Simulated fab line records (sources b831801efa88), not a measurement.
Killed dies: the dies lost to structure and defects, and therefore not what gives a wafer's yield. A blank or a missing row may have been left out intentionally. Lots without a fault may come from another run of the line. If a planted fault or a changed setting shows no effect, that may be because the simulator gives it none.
What tool caused it?	flow gf180mcu	42 wafers from 14 lots sampled at 3 of the route's 602 steps

WHAT THE GAUGES READ, wafer by wafer
GF_HV_LDD_OVL_MEAS_08. Usual: HV_LDD_OVL typically reads 0.6 nm, with standard deviation 1.6.
lot	measured	on	HV_LDD_OVL (nm)	flag
L651	day 10 00:37	overlay-01	4.2 3.6 3.9	
L654	day 10 20:07	overlay-01	-0.6 -0.6 -0.8	
L655	day 11 02:39	overlay-02	-0.8 -1.2 -2.4	
L657	day 11 19:28	overlay-02	0.9 -1.4 -0.9	
L658	day 12 01:25	overlay-02	0.6 1.0 1.7	
L660	day 12 18:01	overlay-01	0.4 0.6 -0.2	
L662	day 13 10:25	overlay-01	3.0 3.1 2.8	
L663	day 13 17:09	overlay-02	2.8 1.0 1.9	
L667	day 15 00:00	overlay-02	-0.6 -1.2 -0.6	
L669	day 15 11:16	overlay-02	1.6 0.7 1.5	
L671	day 16 00:45	overlay-02	3.8 3.2 2.8	
L672	day 16 09:49	overlay-01	0.7 1.0 0.6	
L673	day 16 16:38	overlay-01	2.7 1.9 2.4	
L674	day 17 03:24	overlay-01	0.1 -1.0 -0.2	

GF_HV_LDD_OVL_MEAS_47. Usual: HV_LDD_03_OVL typically reads -1.0 nm, with standard deviation 1.4.
lot	measured	on	HV_LDD_03_OVL (nm)	flag
L651	day 12 08:58	overlay-02	0.1 0.6 -0.4	
L654	day 13 07:46	overlay-02	-2.0 -1.7 -2.2	
L655	day 13 13:12	overlay-02	-1.1 -2.5 -1.9	
L657	day 14 09:16	overlay-02	-1.0 -1.6 0.1	
L658	day 14 14:12	overlay-01	0.5 0.3 1.5	
L660	day 15 08:01	overlay-01	-2.3 -1.2 -3.1	
L662	day 16 03:43	overlay-01	-0.6 -1.4 -1.8	
L663	day 16 10:42	overlay-01	-2.0 -2.7 -2.0	
L667	day 17 19:28	overlay-01	0.2 -0.5 -0.8	
L669	day 18 07:40	overlay-02	-2.2 -2.4 -1.8	
L671	day 18 23:09	overlay-02	0.8 -1.8 2.3	
L672	day 19 08:25	overlay-01	0.4 0.1 0.4	
L673	day 19 16:13	overlay-01	-2.0 -1.5 -1.3	
L674	day 20 04:23	overlay-01	-1.0 -1.1 -2.8	

WHAT TOOL EACH LOT RAN ON (gives the tool, then ch and the chambers of the sampled wafers, and finally the start)
lot	GF_HV_LDD_DEVELOP_30
L651	litho track-04 ch 0, day 11 13:07
L654	litho track-03 ch 0, day 12 10:28
L655	litho track-04 ch 0, day 12 16:20
L657	litho track-01 ch 0, day 13 11:50
L658	litho track-03 ch 0, day 13 16:35
L660	litho track-01 ch 0, day 14 09:55
L662	litho track-04, day 15 05:13
L663	litho track-01, day 15 11:35
L667	litho track-04 ch 0, day 16 19:38
L669	litho track-04 ch 0, day 17 07:26
L671	litho track-04 ch 0, day 17 22:32
L672	litho track-04 ch 0, day 18 07:47
L673	litho track-01 ch 0, day 18 14:55
L674	litho track-01 ch 0, day 19 02:44
- GF_HV_LDD_DEVELOP_30: develop time 60 s.

WHAT THE TOOLS THEMSELVES READ (means of the sampled wafers that have a number; where no wafer has one, the mark that the record gives instead)
GF_HV_LDD_DEVELOP_30. Usual: chill plate temp C reads 23.00 C (standard deviation 0.1).
lot	tool	chill plate temp C (C)	flag
L651	litho track-04	23.13	
L654	litho track-03	23.05	
L655	litho track-04	22.90	
L657	litho track-01	22.93	
L658	litho track-03	22.98	
L660	litho track-01	22.99	
L662	litho track-04	-	OFF
L663	litho track-01	-	OFF
L667	litho track-04	23.07	
L669	litho track-04	23.07	
L671	litho track-04	23.09	
L672	litho track-04	23.03	
L673	litho track-01	22.98	
L674	litho track-01	23.07	

THE ANSWER, worked out from the rows above alone
Rule: lot off if the mean of its wafers having a number is beyond 3 standard deviations from the usual mean. A lot without any number at a reading at which 4 lots or more have one is off too. Any other lot the step has rows for is counted as sound. First the gauges in route order, then the tools' own readings, where a lot's mean is used as printed above. At the first step where some lot is off, the reading lying furthest off is the one used; lots without a number count as furthest.
Off: L662, L663 (GF_HV_LDD_DEVELOP_30, chill plate temp C). Without a number there: L662, L663.
If a tool, at that step or one of the process steps before it, ran each lot that is off and ran no sound lot following the first of them, it fits. No candidate that was tried fits.

WHAT HAD BEEN PUT IN BY THE SIMULATOR
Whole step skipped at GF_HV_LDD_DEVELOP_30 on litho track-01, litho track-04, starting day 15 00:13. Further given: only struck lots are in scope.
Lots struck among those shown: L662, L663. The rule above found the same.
